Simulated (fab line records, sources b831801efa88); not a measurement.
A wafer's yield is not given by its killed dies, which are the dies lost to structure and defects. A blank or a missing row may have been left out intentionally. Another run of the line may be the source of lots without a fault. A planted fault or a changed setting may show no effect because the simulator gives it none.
The tool behind it: which one? || flow gf180mcu || 13 lots, 39 wafers sampled, at 5 steps of a route of 602

WHAT THE GAUGES SHOWED, per wafer
GF_LVPWELL_OVL_MEAS_07.
{"lot": "L428", "measured": "day 4 02:42", "on": "overlay-02", "LVPWELL_OVL (nm)": "0.8 0.4 0.2"}
{"lot": "L429", "measured": "day 4 06:54", "on": "overlay-01", "LVPWELL_OVL (nm)": "-0.8 -0.9 -0.7"}
{"lot": "L430", "measured": "day 4 12:54", "on": "overlay-02", "LVPWELL_OVL (nm)": "1.6 2.0 0.7"}
{"lot": "L431", "measured": "day 4 20:39", "on": "overlay-01", "LVPWELL_OVL (nm)": "0.3 -0.5 0.1"}
{"lot": "L437", "measured": "day 6 04:15", "on": "overlay-02", "LVPWELL_OVL (nm)": "1.3 2.0 -0.3"}
{"lot": "L438", "measured": "day 6 08:24", "on": "overlay-01", "LVPWELL_OVL (nm)": "-1.4 -1.3 -1.0"}
{"lot": "L443", "measured": "day 8 01:20", "on": "overlay-02", "LVPWELL_OVL (nm)": "-1.6 -0.9 -0.9"}
{"lot": "L445", "measured": "day 8 09:15", "on": "overlay-02", "LVPWELL_OVL (nm)": "-0.4 0.6 0.1"}
{"lot": "L447", "measured": "day 8 12:19", "on": "overlay-01", "LVPWELL_OVL (nm)": "-0.1 -0.7 -1.4"}
{"lot": "L446", "measured": "day 8 13:10", "on": "overlay-01", "LVPWELL_OVL (nm)": "-0.2 -0.8 -0.9"}
{"lot": "L448", "measured": "day 8 21:30", "on": "overlay-02", "LVPWELL_OVL (nm)": "-2.5 0.1 -1.4"}
{"lot": "L450", "measured": "day 9 05:21", "on": "overlay-02", "LVPWELL_OVL (nm)": "-1.5 0.2 -1.0"}
{"lot": "L449", "measured": "day 9 07:39", "on": "overlay-01", "LVPWELL_OVL (nm)": "-1.8 -1.9 -1.9"}

GF_VT_IMPLANT_TW_MEAS_21.
{"lot": "L428", "measured": "day 6 10:22", "on": "film-metro-01", "VT_IMPLANT_2_TW": "1250 1249 1245"}
{"lot": "L429", "measured": "day 6 16:32", "on": "film-metro-02", "VT_IMPLANT_2_TW": "1215 1208 1208"}
{"lot": "L430", "measured": "day 6 21:36", "on": "film-metro-02", "VT_IMPLANT_2_TW": "1219 1212 1216"}
{"lot": "L431", "measured": "day 7 06:35", "on": "film-metro-01", "VT_IMPLANT_2_TW": "1258 1255 1257"}
{"lot": "L437", "measured": "day 8 20:42", "on": "film-metro-02", "VT_IMPLANT_2_TW": "1092 1096 1090"}
{"lot": "L438", "measured": "day 9 02:41", "on": "film-metro-02", "VT_IMPLANT_2_TW": "1091 1099 1094"}
{"lot": "L443", "measured": "day 10 23:53", "on": "film-metro-01", "VT_IMPLANT_2_TW": "1245 1245 1239"}
{"lot": "L445", "measured": "day 11 09:38", "on": "film-metro-01", "VT_IMPLANT_2_TW": "1244 1240 1248"}
{"lot": "L447", "measured": "day 11 13:06", "on": "film-metro-03", "VT_IMPLANT_2_TW": "1213 1222 1218"}
{"lot": "L446", "measured": "day 11 13:46", "on": "film-metro-03", "VT_IMPLANT_2_TW": "1216 1215 1216"}
{"lot": "L448", "measured": "day 11 22:40", "on": "film-metro-01", "VT_IMPLANT_2_TW": "1246 1240 1248"}
{"lot": "L450", "measured": "day 12 06:25", "on": "film-metro-01", "VT_IMPLANT_2_TW": "1243 1244 1245"}
{"lot": "L449", "measured": "day 12 09:13", "on": "film-metro-02", "VT_IMPLANT_2_TW": "1208 1217 1211"}

GF_VT_IMPLANT_OVL_MEAS_40.
{"lot": "L428", "measured": "day 7 17:02", "on": "overlay-01", "VT_IMPLANT_03_OVL (nm)": "3.1 4.0 2.0"}
{"lot": "L429", "measured": "day 7 23:46", "on": "overlay-01", "VT_IMPLANT_03_OVL (nm)": "-1.5 -1.8 -1.1"}
{"lot": "L430", "measured": "day 8 05:00", "on": "overlay-01", "VT_IMPLANT_03_OVL (nm)": "-0.1 -0.8 -0.2"}
{"lot": "L431", "measured": "day 8 14:24", "on": "overlay-02", "VT_IMPLANT_03_OVL (nm)": "2.9 1.0 1.3"}
{"lot": "L437", "measured": "day 10 07:11", "on": "overlay-02", "VT_IMPLANT_03_OVL (nm)": "0.8 0.6 1.1"}
{"lot": "L438", "measured": "day 10 12:57", "on": "overlay-02", "VT_IMPLANT_03_OVL (nm)": "-0.1 -1.4 0.5"}
{"lot": "L443", "measured": "day 12 13:01", "on": "overlay-01", "VT_IMPLANT_03_OVL (nm)": "-1.1 -1.9 -1.8"}
{"lot": "L445", "measured": "day 12 22:46", "on": "overlay-02", "VT_IMPLANT_03_OVL (nm)": "-0.8 -1.0 -0.5"}
{"lot": "L447", "measured": "day 13 03:29", "on": "overlay-02", "VT_IMPLANT_03_OVL (nm)": "1.0 0.1 0.6"}
{"lot": "L446", "measured": "day 13 03:49", "on": "overlay-02", "VT_IMPLANT_03_OVL (nm)": "-1.7 -2.2 -3.5"}
{"lot": "L448", "measured": "day 13 13:24", "on": "overlay-02", "VT_IMPLANT_03_OVL (nm)": "-0.4 -1.5 -0.3"}
{"lot": "L450", "measured": "day 13 22:01", "on": "overlay-01", "VT_IMPLANT_03_OVL (nm)": "0.1 -1.1 -0.8"}
{"lot": "L449", "measured": "day 14 01:19", "on": "overlay-02", "VT_IMPLANT_03_OVL (nm)": "0.4 -0.6 -0.3"}

TOOL THAT RAN EACH LOT (tool first, then ch and the chambers of the sampled wafers, then the start)
{"lot": "L428", "GF_NWELL_STRIP_10": "plasma-asher-03 ch 0,1, day 3 13:36", "GF_VT_IMPLANT_IMPLANT_19": "implanter-04 ch 0, day 6 10:07"}
{"lot": "L429", "GF_NWELL_STRIP_10": "plasma-asher-02 ch 0,1, day 3 17:17", "GF_VT_IMPLANT_IMPLANT_19": "implanter-01 ch 0, day 6 16:17"}
{"lot": "L430", "GF_NWELL_STRIP_10": "plasma-asher-02 ch 1, day 3 23:23", "GF_VT_IMPLANT_IMPLANT_19": "implanter-04 ch 0, day 6 21:21"}
{"lot": "L431", "GF_NWELL_STRIP_10": "plasma-asher-02 ch 0, day 4 07:16", "GF_VT_IMPLANT_IMPLANT_19": "implanter-01 ch 0, day 7 06:22"}
{"lot": "L437", "GF_NWELL_STRIP_10": "plasma-asher-03 ch 0, day 5 14:36", "GF_VT_IMPLANT_IMPLANT_19": "implanter-01 ch 0, day 8 20:27"}
{"lot": "L438", "GF_NWELL_STRIP_10": "plasma-asher-03 ch 0,1, day 5 18:29", "GF_VT_IMPLANT_IMPLANT_19": "implanter-01 ch 0, day 9 02:26"}
{"lot": "L443", "GF_NWELL_STRIP_10": "plasma-asher-02 ch 0,1, day 7 09:11", "GF_VT_IMPLANT_IMPLANT_19": "implanter-03 ch 0, day 10 23:38"}
{"lot": "L445", "GF_NWELL_STRIP_10": "plasma-asher-03 ch 0,1, day 7 17:03", "GF_VT_IMPLANT_IMPLANT_19": "implanter-04 ch 0, day 11 09:23"}
{"lot": "L447", "GF_NWELL_STRIP_10": "plasma-asher-03 ch 0,1, day 7 20:05", "GF_VT_IMPLANT_IMPLANT_19": "implanter-03 ch 0, day 11 12:51"}
{"lot": "L446", "GF_NWELL_STRIP_10": "plasma-asher-03 ch 0,1, day 7 20:48", "GF_VT_IMPLANT_IMPLANT_19": "implanter-01 ch 0, day 11 13:33"}
{"lot": "L448", "GF_NWELL_STRIP_10": "plasma-asher-02 ch 0,1, day 8 04:24", "GF_VT_IMPLANT_IMPLANT_19": "implanter-04 ch 0, day 11 22:25"}
{"lot": "L450", "GF_NWELL_STRIP_10": "plasma-asher-03 ch 0,1, day 8 12:29", "GF_VT_IMPLANT_IMPLANT_19": "implanter-01 ch 0, day 12 06:10"}
{"lot": "L449", "GF_NWELL_STRIP_10": "plasma-asher-04 ch 0,1, day 8 13:59", "GF_VT_IMPLANT_IMPLANT_19": "implanter-04 ch 0, day 12 09:00"}
- GF_NWELL_STRIP_10: strips in O2/N2.
- GF_VT_IMPLANT_IMPLANT_19

AS READ BY THE TOOLS THEMSELVES (means over the sampled wafers that have a number; for cases with no such wafer, the mark the record gives instead)
GF_NWELL_STRIP_10.
{"lot": "L428", "tool": "plasma-asher-03", "drypump-motor-current-A (A)": 6.33, "heater-power-w (W)": 295, "oes-product-au (a.u.)": 0.718, "strip-time-to-endpoint-s (s)": 36.95}
{"lot": "L429", "tool": "plasma-asher-02", "drypump-motor-current-A (A)": 6.22, "heater-power-w (W)": 378, "oes-product-au (a.u.)": 0.723, "strip-time-to-endpoint-s (s)": 36.96}
{"lot": "L430", "tool": "plasma-asher-02", "drypump-motor-current-A (A)": 6.32, "heater-power-w (W)": 388, "oes-product-au (a.u.)": 0.721, "strip-time-to-endpoint-s (s)": 36.99}
{"lot": "L431", "tool": "plasma-asher-02", "drypump-motor-current-A (A)": 6.09, "heater-power-w (W)": 346, "oes-product-au (a.u.)": 0.726, "strip-time-to-endpoint-s (s)": 36.94}
{"lot": "L437", "tool": "plasma-asher-03", "drypump-motor-current-A (A)": 6.14, "heater-power-w (W)": 329, "oes-product-au (a.u.)": 0.724, "strip-time-to-endpoint-s (s)": 37.14}
{"lot": "L438", "tool": "plasma-asher-03", "drypump-motor-current-A (A)": 6.32, "heater-power-w (W)": 300, "oes-product-au (a.u.)": 0.722, "strip-time-to-endpoint-s (s)": 37.00}
{"lot": "L443", "tool": "plasma-asher-02", "drypump-motor-current-A (A)": 6.19, "heater-power-w (W)": 368, "oes-product-au (a.u.)": 0.723, "strip-time-to-endpoint-s (s)": 36.97}
{"lot": "L445", "tool": "plasma-asher-03", "drypump-motor-current-A (A)": 6.23, "heater-power-w (W)": 315, "oes-product-au (a.u.)": 0.718, "strip-time-to-endpoint-s (s)": 36.85}
{"lot": "L447", "tool": "plasma-asher-03", "drypump-motor-current-A (A)": 6.22, "heater-power-w (W)": 307, "oes-product-au (a.u.)": 0.721, "strip-time-to-endpoint-s (s)": 37.11}
{"lot": "L446", "tool": "plasma-asher-03", "drypump-motor-current-A (A)": 6.23, "heater-power-w (W)": 316, "oes-product-au (a.u.)": 0.725, "strip-time-to-endpoint-s (s)": 37.07}
{"lot": "L448", "tool": "plasma-asher-02", "drypump-motor-current-A (A)": 6.18, "heater-power-w (W)": 364, "oes-product-au (a.u.)": 0.722, "strip-time-to-endpoint-s (s)": 37.07}
{"lot": "L450", "tool": "plasma-asher-03", "drypump-motor-current-A (A)": 6.20, "heater-power-w (W)": 314, "oes-product-au (a.u.)": 0.723, "strip-time-to-endpoint-s (s)": 37.07}
{"lot": "L449", "tool": "plasma-asher-04", "drypump-motor-current-A (A)": 5.72, "heater-power-w (W)": 321, "oes-product-au (a.u.)": 0.720, "strip-time-to-endpoint-s (s)": 37.10}

GF_VT_IMPLANT_IMPLANT_19.
{"lot": "L428", "tool": "implanter-04", "dose-ions-cm2": 4.342e+12, "faraday-current-uA": 24.5}
{"lot": "L429", "tool": "implanter-01", "dose-ions-cm2": 4.350e+12, "faraday-current-uA": 24.1}
{"lot": "L430", "tool": "implanter-04", "dose-ions-cm2": 4.350e+12, "faraday-current-uA": 24.2}
{"lot": "L431", "tool": "implanter-01", "dose-ions-cm2": 4.350e+12, "faraday-current-uA": 24.3}
{"lot": "L437", "tool": "implanter-01", "dose-ions-cm2": 3.161e+12, "faraday-current-uA": 18.0}
{"lot": "L438", "tool": "implanter-01", "dose-ions-cm2": 3.172e+12, "faraday-current-uA": 17.8}
{"lot": "L443", "tool": "implanter-03", "dose-ions-cm2": 4.348e+12, "faraday-current-uA": 24.6}
{"lot": "L445", "tool": "implanter-04", "dose-ions-cm2": 4.350e+12, "faraday-current-uA": 24.4}
{"lot": "L447", "tool": "implanter-03", "dose-ions-cm2": 4.350e+12, "faraday-current-uA": 24.6}
{"lot": "L446", "tool": "implanter-01", "dose-ions-cm2": 4.351e+12, "faraday-current-uA": 25.0}
{"lot": "L448", "tool": "implanter-04", "dose-ions-cm2": 4.349e+12, "faraday-current-uA": 24.9}
{"lot": "L450", "tool": "implanter-01", "dose-ions-cm2": 4.350e+12, "faraday-current-uA": 24.2}
{"lot": "L449", "tool": "implanter-04", "dose-ions-cm2": 4.349e+12, "faraday-current-uA": 24.7}

THE ANSWER, worked out from the rows above alone
Rule: the lots themselves supply what counts as usual. The widest of any qualifying gaps counts: lots, ordered by their means at a reading, are off when they make up no more than a third of the lots, leave a main group of 4 or more, and stand apart from it by 3 or more times the standard deviation of that group's means. A main group is skipped when, at the precision printed for the reading in the tables above, its means are all equal. A lot without any number at a reading at which 4 lots or more have one is off too. All remaining lots with rows at the step are treated as sound. First the gauges in route order, then the tools' own readings, where a lot's mean is used as printed above. At the first step where some lot is off, the reading lying furthest off is the one used; lots without a number count as furthest.
Off: at GF_VT_IMPLANT_TW_MEAS_21 (VT_IMPLANT_2_TW), L437, L438. For the main group the mean is 1232 and the standard deviation 17.
If a tool, at a process step before that reading, ran all the lots that are off and no sound lot after the first of them, it fits. The gauges at GF_VT_IMPLANT_TW_MEAS_21 aren't tried: what is off there is off at GF_VT_IMPLANT_IMPLANT_19 too, on other tools, and a gauge's error can't cause that. None of those tried fits.

WHAT THE SIMULATOR HAD PUT IN
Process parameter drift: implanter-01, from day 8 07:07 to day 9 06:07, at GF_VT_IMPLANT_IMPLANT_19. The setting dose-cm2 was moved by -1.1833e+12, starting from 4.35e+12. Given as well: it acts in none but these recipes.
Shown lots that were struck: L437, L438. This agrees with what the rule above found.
